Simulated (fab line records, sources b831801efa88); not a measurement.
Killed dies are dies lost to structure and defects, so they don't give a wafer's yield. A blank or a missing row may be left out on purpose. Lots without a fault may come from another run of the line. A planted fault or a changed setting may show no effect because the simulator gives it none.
Which tool did it? | flow sky130 | 12 lots, 36 wafers sampled, at 5 steps of a route of 708

WHAT THE GAUGES READ, wafer by wafer
SKY_VIA3_THK_MEAS_01.
lot  | measured     | on            | VIA3_HDPCVD_THK (nm)
L724 | day 36 16:24 | film_metro-02 | 1598 1612 1597
L729 | day 37 16:10 | film_metro-02 | 1631 1628 1613
L728 | day 37 18:11 | film_metro-02 | 1622 1611 1650
L730 | day 38 07:31 | film_metro-02 | 1624 1612 1640
L731 | day 38 16:21 | film_metro-01 | 1618 1623 1633
L733 | day 38 17:22 | film_metro-02 | 1649 1652 1645
L737 | day 39 21:35 | film_metro-02 | 1951 1620 1630
L739 | day 40 17:07 | film_metro-04 | 1944 1622 1620
L743 | day 47 08:41 | film_metro-02 | 1624 1618 1611
L744 | day 47 13:43 | film_metro-02 | 1646 1634 1646
L745 | day 47 14:09 | film_metro-02 | 1614 1610 1643
L746 | day 47 15:28 | film_metro-04 | 1662 1622 1619

SKY_VIA3_BOW_MEAS_03.
lot  | measured     | on            | VIA3_BOW (um)
L724 | day 36 16:46 | film_metro-02 | 75 76 69
L729 | day 37 16:31 | film_metro-04 | 101 82 94
L728 | day 37 18:33 | film_metro-04 | 78 73 98
L730 | day 38 07:53 | film_metro-02 | 72 73 71
L731 | day 38 16:43 | film_metro-02 | 79 80 83
L733 | day 38 17:43 | film_metro-01 | 76 85 82
L737 | day 39 21:57 | film_metro-04 | 69 65 70
L739 | day 40 17:29 | film_metro-02 | 80 82 84
L743 | day 47 09:03 | film_metro-04 | 87 83 66
L744 | day 47 14:11 | film_metro-04 | 72 88 75
L745 | day 47 14:31 | film_metro-01 | 82 88 68
L746 | day 47 15:50 | film_metro-01 | 64 88 69

SKY_VIA3_CD_MEAS_12: target cd 200 nm.
lot  | measured     | on        | cd_nm (nm)
L724 | day 37 19:13 | cd_sem-02 | 202.0 201.6 201.1
L729 | day 38 18:40 | cd_sem-01 | 200.7 200.9 200.4
L728 | day 38 20:43 | cd_sem-01 | 200.6 200.7 201.0
L730 | day 39 10:14 | cd_sem-02 | 200.0 199.3 199.5
L731 | day 39 18:59 | cd_sem-01 | 201.7 202.5 200.1
L733 | day 39 19:19 | cd_sem-01 | 199.3 200.3 199.8
L737 | day 40 23:13 | cd_sem-02 | 200.5 199.6 200.6
L739 | day 41 18:52 | cd_sem-02 | 193.3 196.2 195.7
L743 | day 48 02:50 | cd_sem-01 | 199.9 201.4 200.3
L744 | day 48 07:32 | cd_sem-02 | 199.0 198.6 199.1
L745 | day 48 08:04 | cd_sem-01 | 200.0 201.0 200.5
L746 | day 48 08:59 | cd_sem-01 | 199.2 200.5 200.5

WHICH TOOL RAN EACH LOT (tool, then ch and the chambers of the sampled wafers, then the start)
lot  | SKY_CAPM_METAL_ETCH_13            | SKY_VIA3_HDPCVD_00
L724 | rie_metal-02 ch 0,1, day 35 11:56 | hdpcvd-02 ch 0,1,2, day 36 16:14
L729 | rie_metal-03 ch 0, day 36 12:16   | hdpcvd-01 ch 0,1,2, day 37 15:59
L728 | rie_metal-02 ch 0,1, day 36 13:35 | hdpcvd-02 ch 0,1,2, day 37 18:01
L730 | rie_metal-03 ch 0,1, day 37 02:26 | hdpcvd-02 ch 0,1,2, day 38 07:21
L731 | rie_metal-01 ch 0,1, day 37 11:37 | hdpcvd-01 ch 0,1,2, day 38 16:10
L733 | rie_metal-02 ch 0,1, day 37 13:13 | hdpcvd-01 ch 0,1, day 38 17:11
L737 | rie_metal-03 ch 0,1, day 38 17:34 | hdpcvd-02 ch 0,1,2, day 39 21:25
L739 | rie_metal-02 ch 0,1, day 39 13:19 | hdpcvd-02 ch 0,1,2, day 40 16:57
L743 | rie_metal-03 ch 0,1, day 46 12:35 | hdpcvd-02 ch 1,2, day 47 08:30
L744 | rie_metal-03 ch 0,1, day 46 17:52 | hdpcvd-02 ch 0,2, day 47 13:32
L745 | rie_metal-01 ch 0,1, day 46 18:26 | hdpcvd-01 ch 0,2, day 47 13:58
L746 | rie_metal-03 ch 0,1, day 46 19:29 | hdpcvd-02 ch 0,1, day 47 15:17
- SKY_CAPM_METAL_ETCH_13: etches TiN in Cl2/BCl3, stops on SiO2, target depth 220 nm, time 62.9 s.
- SKY_VIA3_HDPCVD_00: deposits SiO2, target thk 1635 nm, time 272.5 s.

WHAT THE TOOLS THEMSELVES READ (means of the sampled wafers that have a number; where no wafer has one, the mark that the record gives instead)
SKY_CAPM_METAL_ETCH_13.
lot  | tool         | drypump_motor_current_A (A) | oes_product_au (a.u.) | throttle_valve_pct (%)
L724 | rie_metal-02 | 6.4                         | 0.936                 | 21.909
L729 | rie_metal-03 | 5.1                         | 0.941                 | 21.908
L728 | rie_metal-02 | 6.4                         | 0.944                 | 21.896
L730 | rie_metal-03 | 5.3                         | 0.946                 | 21.897
L731 | rie_metal-01 | 5.5                         | 0.937                 | 21.910
L733 | rie_metal-02 | 6.4                         | 0.943                 | 21.909
L737 | rie_metal-03 | 5.3                         | 0.943                 | 21.905
L739 | rie_metal-02 | 6.2                         | 0.941                 | 21.892
L743 | rie_metal-03 | 5.3                         | 0.942                 | 21.898
L744 | rie_metal-03 | 5.3                         | 0.951                 | 21.900
L745 | rie_metal-01 | 5.4                         | 0.938                 | 21.907
L746 | rie_metal-03 | 5.4                         | 0.943                 | 21.905

SKY_VIA3_HDPCVD_00.
lot  | tool      | sih4_flow_sccm (sccm)
L724 | hdpcvd-02 | 59.74
L729 | hdpcvd-01 | 59.85
L728 | hdpcvd-02 | 60.00
L730 | hdpcvd-02 | 60.08
L731 | hdpcvd-01 | 59.95
L733 | hdpcvd-01 | 60.06
L737 | hdpcvd-02 | 63.93
L739 | hdpcvd-02 | 63.93
L743 | hdpcvd-02 | 60.01
L744 | hdpcvd-02 | 60.08
L745 | hdpcvd-01 | 59.87
L746 | hdpcvd-02 | 60.18

THE ANSWER, worked out from the rows above alone
Rule: what is usual is taken from the lots themselves. Put in order of their means at a reading, lots are off if they are a third of the lots or fewer, leave a main group of 4 or more, and stand apart from it by a gap of 3 or more times the standard deviation of the main group's means; of several such gaps the widest counts. A main group whose means are all the same, to the digits that the tables above print for the reading, isn't used. A lot without any number at a reading at which 4 lots or more have one is off too. The other lots that the step has rows for count as sound. The gauges are gone through in route order, then the tools' own readings, and for those a lot's mean is taken as printed above. The first step at which some lot is off is used, and at that step the reading that is off furthest; a lot without a number counts as furthest.
Off: L737, L739, at SKY_VIA3_THK_MEAS_01 (VIA3_HDPCVD_THK). The main group: mean 1627 nm, standard deviation 12.
A tool fits if, at a process step before that reading, it ran every lot that is off, and no sound lot after the first of them. The gauges at SKY_VIA3_THK_MEAS_01 aren't tried: what is off there is off at SKY_VIA3_HDPCVD_00 too, on other tools, and a gauge's error can't cause that. None of those tried fits.

WHAT THE SIMULATOR HAD PUT IN
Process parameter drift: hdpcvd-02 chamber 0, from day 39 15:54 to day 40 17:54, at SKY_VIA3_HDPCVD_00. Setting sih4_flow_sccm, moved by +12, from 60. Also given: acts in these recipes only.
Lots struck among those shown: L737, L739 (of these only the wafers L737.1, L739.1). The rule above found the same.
